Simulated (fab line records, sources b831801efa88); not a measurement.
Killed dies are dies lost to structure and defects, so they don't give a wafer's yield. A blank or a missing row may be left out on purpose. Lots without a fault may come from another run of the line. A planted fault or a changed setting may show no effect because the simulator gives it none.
fab line records | flow gf180mcu
record lots=7 wafers=21 last_day=33
route steps=602 shown V5@550
lots that met no fault: from a run of the same line without faults
start_h: hours from the record's first day to the start of the lot's first wafer shown | wait_h: hours since the lot's step before | " the same as in the row above | L1.1+2: a row that stands for several wafers | - no value, or no start given | * or withheld: withheld | < > ~ a bound
route shown NAME@n: a module of which the file shows steps, and the number in the route of the first | usual: mean/standard deviation of fault-free wafers | same: alike in all rows | chamber/n: place in a boat | sites: the reading at each site | _std_site: their standard deviation | _edge_site: outer sites' mean less inner sites' | radius_mm: how far each site lies from the wafer's centre | mask NAME#n: copy n | behind: the tool/chamber that last shaped the wafer | hold: why the lot was held/for how many hours/how that ended | device: the transistor (n, p or np) that didn't switch | end of line: the same wafers' tests at the end of the route | a step without rows: its recipe alone | killed: dies lost to structure and defects at the first sort, not the wafer's yield | map: a wafer's dies, x killed, . not, _ none there
set.NAME: the setting as run; set.NAME@STEP: as run at that earlier step | model.NAME: the simulator's own value behind a step, which no gauge read
lots at some steps of the route; a table a step, a row a wafer
services: from which hour (start_h, from the record's first day; less than 0 if before it) a tool's chamber was out of use, for how many hours, and why
## steps
# step GF_V5_SOFTBAKE_10
# recipe temp_c=129.2 time_s=60 resist=KrF
# step GF_V5_EXPOSE_11
# recipe mask_id=Via5 target_cd_nm=260 na=0.68 source_shape=conventional sigma_outer=0.6 dose_mj=38
# step GF_V5_PEB_12
# recipe peb_temp_c=135 peb_time_s=90 resist=KrF
# step GF_V5_DEVELOP_13
# recipe develop_time_s=60 resist=KrF dev_temp_c=21
# step GF_V5_CD_MEAS_14
# recipe target_cd_nm=260
# usual cd_nm=259.8/1.1
# columns lot.wafer tool chamber start_h wait_h cd_nm
L567.3 cd_sem-01 - 655.27 0.1 259.5
L567.4 " - " " 261.0
L567.5 " - " " 260.8
L575.3 cd_sem-01 - 701.54 0.2 262.1
L575.5 " - " " 261.3
L575.6 " - " " 260.9
L576.1 cd_sem-01 - 710.81 0.1 259.6
L576.3 " - " " 259.9
L576.4 " - " " 260.0
L577.2 cd_sem-02 - 717.10 0.1 260.4
L577.4 " - " " 260.3
L577.5 " - " " 259.3
L581.1 cd_sem-02 - 742.41 0.1 259.3
L581.2 " - " " 260.3
L581.4 " - " " 259.4
L583.1 cd_sem-02 - 751.71 0.1 259.5
L583.3 " - " " 259.3
L583.4 " - " " 258.9
L585.1 cd_sem-01 - 758.16 0.1 261.2
L585.5 " - " " 261.7
L585.6 " - " " 262.6
# step GF_V5_OVL_MEAS_15
# usual V5_OVL=1/5.4
# columns lot.wafer tool chamber start_h wait_h V5_OVL[nm]
L567.3 overlay-02 - 655.36 0.1 -2
L567.4 " - " " -5
L567.5 " - " " -6
L575.3 overlay-01 - 701.63 0.1 0
L575.5 " - " " -1
L575.6 " - " " -3
L576.1 overlay-01 - 710.93 0.1 -4
L576.3 " - " " -7
L576.4 " - " " -11
L577.2 overlay-01 - 717.21 0.1 1
L577.4 " - " " 2
L577.5 " - " " 0
L581.1 overlay-01 - 742.53 0.1 0
L581.2 " - " " -3
L581.4 " - " " 1
L583.1 overlay-02 - 751.83 0.1 2
L583.3 " - " " 7
L583.4 " - " " 3
L585.1 overlay-02 - 758.28 0.1 -4
L585.5 " - " " 1
L585.6 " - " " -7
# step GF_V5_ETCH_16
# recipe chemistry=N2/H2 target_depth_a=withheld overetch_a=withheld time_s=withheld target=BARC ion_energy_ev=200 source_w=500 bias_w=100 pressure_mtorr=30 n2_flow_sccm=100 h2_flow_sccm=200
# usual drypump_motor_current_A=5.9/0.36 oes_product_au=0.855/0.0049 throttle_valve_pct=13.225/0.0079
# columns lot.wafer tool chamber start_h wait_h drypump_motor_current_A oes_product_au throttle_valve_pct
L567.3 rie_diel-04 1 655.41 0.0 5.9 0.858 13.232
L567.4 " 3 " " 6.4 0.852 13.227
L567.5 " 1 " " 5.9 0.855 13.222
L575.3 rie_diel-03 1 701.65 0.0 5.7 0.851 13.225
L575.5 " 3 " " 6.1 0.853 13.224
L575.6 " 0 " " 5.2 0.852 13.229
L576.1 rie_diel-03 1 710.97 0.0 5.7 0.858 13.225
L576.3 " 3 " " 6.0 0.855 13.233
L576.4 " 2 " " 6.3 0.866 13.218
L577.2 rie_diel-04 3 717.24 0.0 6.4 0.859 13.235
L577.4 " 2 " " 5.6 0.850 13.222
L577.5 " 0 " " 6.2 0.850 13.219
L581.1 rie_diel-04 2 742.56 0.0 5.6 0.855 13.225
L581.2 " 1 " " 5.9 0.860 13.235
L581.4 " 1 " " 5.9 0.850 13.222
L583.1 rie_diel-01 3 751.87 0.0 6.0 0.855 13.227
L583.3 " 0 " " 6.0 0.854 13.208
L583.4 " 0 " " 6.0 0.862 13.230
L585.1 rie_diel-03 3 758.31 0.0 6.1 0.848 13.229
L585.5 " 3 " " 6.1 0.845 13.219
L585.6 " 2 " " 6.3 0.854 13.232
# step GF_V5_ETCH_17
# recipe chemistry=C4F8/O2/Ar mask_material=KrF target=SiO2 stop_on=TiN source_w=1500 bias_w=1200 pressure_mtorr=40 c4f8_flow_sccm=withheld O2_flow_sccm=6 Ar_flow_sccm=300 time_s=withheld target_depth_a=8550
# usual oes_product_au=0.860/0.0048
# columns lot.wafer tool chamber start_h wait_h oes_product_au
L567.3 rie_diel-04 1 - - 0.860
L567.4 " 3 " " 0.852
L567.5 " 1 " " 0.859
L575.3 rie_diel-03 1 - - 0.863
L575.5 " 3 " " 0.869
L575.6 " 0 " " 0.859
L576.1 rie_diel-03 1 - - 0.860
L576.3 " 3 " " 0.861
L576.4 " 2 " " 0.860
L577.2 rie_diel-04 3 - - 0.857
L577.4 " 2 " " 0.853
L577.5 " 0 " " 0.873
L581.1 rie_diel-04 2 - - 0.867
L581.2 " 1 " " 0.859
L581.4 " 1 " " 0.869
L583.1 rie_diel-01 3 - - 0.858
L583.3 " 0 " " 0.863
L583.4 " 0 " " 0.864
L585.1 rie_diel-03 3 - - 0.861
L585.5 " 3 " " 0.857
L585.6 " 2 " " 0.859
# step GF_V5_STRIP_18
# recipe chemistry=O2/N2 power_w=1400 pressure_mtorr=1500 platen_temp_c=250 o2_flow_sccm=3000 n2_flow_sccm=300 overash_fraction=0.5
# usual drypump_motor_current_A=6.1/0.39 heater_power_w=311/28 oes_product_au=0.570/0.0052 platen_temp_c=249.98/0.18
# columns lot.wafer tool chamber start_h wait_h drypump_motor_current_A heater_power_w oes_product_au platen_temp_c rf_hours_counter_h
L567.3 plasma_asher-02 0 655.65 - 6.3 282 0.568 250.25 -
L567.4 " 1 " " 6.2 306 0.579 250.10 -
L567.5 " 0 " " 6.2 280 0.571 250.41 -
L575.3 plasma_asher-02 1 701.84 - 6.2 306 0.570 249.91 -
L575.5 " 1 " " 6.2 304 0.566 250.18 -
L575.6 " 0 " " 6.2 279 0.566 250.11 -
L576.1 plasma_asher-03 1 711.12 - 6.6 303 0.570 250.16 63
L576.3 " 1 " " 6.6 307 0.568 250.08 -
L576.4 " 0 " " 6.1 354 0.577 249.82 -
L577.2 plasma_asher-02 0 717.39 - 6.3 284 0.564 250.00 95
L577.4 " 0 " " 6.3 277 0.570 249.86 -
L577.5 " 1 " " 6.2 304 0.572 249.86 -
L581.1 plasma_asher-03 1 742.71 - 6.6 305 0.566 249.56 66
L581.2 " 0 " " 6.1 351 0.569 250.20 66
L581.4 " 1 " " 6.6 301 0.577 249.92 -
L583.1 plasma_asher-03 1 752.02 - 6.6 298 0.577 249.98 67
L583.3 " 0 " " 6.1 352 0.579 250.03 -
L583.4 " 1 " " 6.6 304 0.564 249.91 -
L585.1 plasma_asher-03 1 758.46 - 6.5 307 0.565 250.05 68
L585.5 " 1 " " 6.5 302 0.569 250.25 -
L585.6 " 0 " " 6.1 364 0.574 250.09 -
# step GF_V5_STRIP_19
# recipe chemistry=post_etch_residue_remover time_s=1200 temp_c=72.5
# step GF_V5_CLEAN_20
# recipe chemistry=DIW dry=n2_spin
# step GF_V5_SPUTTER_21
# recipe material=Ti target_thk_nm=15 chamber_pressure_pa=5 power_w=2500 substrate_temp_c=200 time_s=80.02
# usual cathode_dc_power_W=2500.1/0.42 chamber_pressure_pa=5.000/0.011 substrate_temp_c=200.01/0.16 throttle_valve_pct=30.4/0.92
# columns lot.wafer tool chamber start_h wait_h cathode_dc_power_W chamber_pressure_pa substrate_temp_c throttle_valve_pct
L567.3 pvd_sputter-02 - 656.17 0.0 2499.5 5.007 199.76 31.8
L567.4 " - " " 2499.8 4.995 199.94 30.2
L567.5 " - " " 2499.7 5.001 200.16 30.4
L575.3 pvd_sputter-03 - 702.35 0.0 2499.9 4.999 200.35 32.7
L575.5 " - " " 2500.4 4.997 200.17 33.0
L575.6 " - " " 2500.2 4.990 200.40 29.3
L576.1 pvd_sputter-04 - 711.65 0.0 2500.2 5.012 200.05 29.9
L576.3 " - " " 2500.8 4.981 199.81 30.3
L576.4 " - " " 2500.6 4.984 200.02 30.7
L577.2 pvd_sputter-03 - 717.93 0.0 2500.8 4.983 200.06 32.8
L577.4 " - " " 2500.0 5.006 200.21 29.8
L577.5 " - " " 2499.0 4.998 200.08 32.7
L581.1 pvd_sputter-03 - 743.31 0.0 2499.5 4.992 200.05 29.2
L581.2 " - " " 2499.6 5.001 200.08 29.7
L581.4 " - " " 2499.5 5.009 199.83 32.8
L583.1 pvd_sputter-04 - 752.56 0.0 2500.1 5.009 199.67 30.6
L583.3 " - " " 2499.6 5.003 199.84 29.3
L583.4 " - " " 2499.6 4.979 200.14 31.0
L585.1 pvd_sputter-02 - 759.00 0.0 2500.3 5.018 199.84 30.6
L585.5 " - " " 2499.9 5.010 200.06 30.3
L585.6 " - " " 2500.2 5.006 200.04 30.8
# step GF_V5_SPUTTER_22
# recipe material=TiN target_thk_nm=10 chamber_pressure_pa=5 power_w=4000 time_s=40
# usual cathode_dc_power_W=4000.0/0.7 chamber_pressure_pa=5.000/0.01 throttle_valve_pct=30.4/0.94
# columns lot.wafer tool chamber start_h wait_h cathode_dc_power_W chamber_pressure_pa throttle_valve_pct
L567.3 pvd_sputter-02 - 656.23 0.0 3999.8 5.023 31.8
L567.4 " - " " 3999.2 4.989 30.1
L567.5 " - " " 3999.8 4.991 30.2
L575.3 pvd_sputter-03 - 702.41 0.0 - - -
L575.5 " - " " - - -
L575.6 " - " " - - -
L576.1 pvd_sputter-04 - 711.71 0.0 - - -
L576.3 " - " " - - -
L576.4 " - " " - - -
L577.2 pvd_sputter-03 - 717.99 0.0 - - -
L577.4 " - " " - - -
L577.5 " - " " - - -
L581.1 pvd_sputter-03 - 743.37 0.0 4000.5 4.998 29.3
L581.2 " - " " 4000.0 4.996 30.1
L581.4 " - " " 4000.1 5.005 33.0
L583.1 pvd_sputter-04 - 752.62 0.0 3998.9 5.018 30.0
L583.3 " - " " 4001.3 5.009 29.7
L583.4 " - " " 4000.6 4.986 31.0
L585.1 pvd_sputter-02 - 759.06 0.0 3999.6 5.000 30.7
L585.5 " - " " 4000.3 4.997 30.1
L585.6 " - " " 4001.3 4.998 30.6
# step GF_V5_CVD_23
# recipe material=W target_thk_nm=350 time_s=104.9 temp_c=400 pressure_torr=40
# usual heater_power_w=922/98
# columns lot.wafer tool chamber start_h wait_h heater_power_w
L567.3 cvd_w-01 1 656.31 0.1 812
L567.4 " 0 " " 1061
L567.5 " 1 " " 802
L575.3 cvd_w-02 1 702.48 0.1 939
L575.5 " 1 " " 968
L575.6 " 0 " " 843
L576.1 cvd_w-02 1 711.75 0.0 940
L576.3 " 1 " " 944
L576.4 " 0 " " 847
L577.2 cvd_w-02 0 718.03 0.0 858
L577.4 " 1 " " 943
L577.5 " 1 " " 953
L581.1 cvd_w-02 0 743.41 0.0 861
L581.2 " 1 " " 982
L581.4 " 0 " " 845
L583.1 cvd_w-01 0 752.66 0.0 1092
L583.3 " 1 " " 813
L583.4 " 0 " " 1054
L585.1 cvd_w-02 1 759.10 0.0 961
L585.5 " 0 " " 838
L585.6 " 1 " " 948
## services
# columns tool chamber start_h hours kind
rie_diel-04 0 650.34 5.5 repair
rie_diel-04 2 653.41 7.1 repair
rie_diel-03 0 654.45 - clean
rie_diel-03 0 654.45 15.9 scheduled_down
rie_diel-03 0 654.45 15.9 vent_cycle
rie_diel-03 3 661.04 4.8 repair
cvd_w-01 1 672.72 5.4 repair
pvd_sputter-03 - 678.42 2.7 repair
rie_diel-04 3 697.00 3.6 repair
rie_diel-03 1 720.27 - clean
rie_diel-03 1 720.27 29.3 scheduled_down
rie_diel-03 1 720.27 29.3 vent_cycle
rie_diel-04 3 720.45 - clean
rie_diel-04 3 720.45 23.0 scheduled_down
rie_diel-04 3 720.45 23.0 vent_cycle
pvd_sputter-03 - 723.45 1.7 repair
rie_diel-01 2 724.11 - clean
rie_diel-01 2 724.11 17.3 scheduled_down
rie_diel-01 2 724.11 17.3 vent_cycle
rie_diel-04 - 727.27 2.8 pm
rie_diel-01 - 737.31 6.2 repair
rie_diel-01 - 742.25 0.6 repair
rie_diel-01 1 750.78 4.3 repair
plasma_asher-03 - 754.96 2.8 pm
## key
first_sign step=GF_V5_SPUTTER_22 reading=tool_record direction=missing
effect none on later readings
met_at GF_V5_SPUTTER_22
struck_wafers L575.3,L575.5,L575.6,L576.1,L576.3,L576.4,L577.2,L577.4,L577.5
later_rows_left_out L575.3,L575.5,L575.6,L576.1,L576.3,L576.4,L577.2,L577.4,L577.5
sort_left_out L575.3,L575.5,L575.6,L576.1,L576.3,L576.4,L577.2,L577.4,L577.5
fault kind=skipped_step_whole tool=pvd_sputter-03,pvd_sputter-04 chamber=- onset_h=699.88 steps=GF_V5_SPUTTER_22 scope=struck_lots_only
# sort_left_out: the simulated sort isn't trusted on such a fault, so these wafers' sort isn't shown, and their yield isn't known
# later_rows_left_out: the simulator's readings of these wafers behind a module that went badly wrong aren't trusted and aren't shown, but for the sort
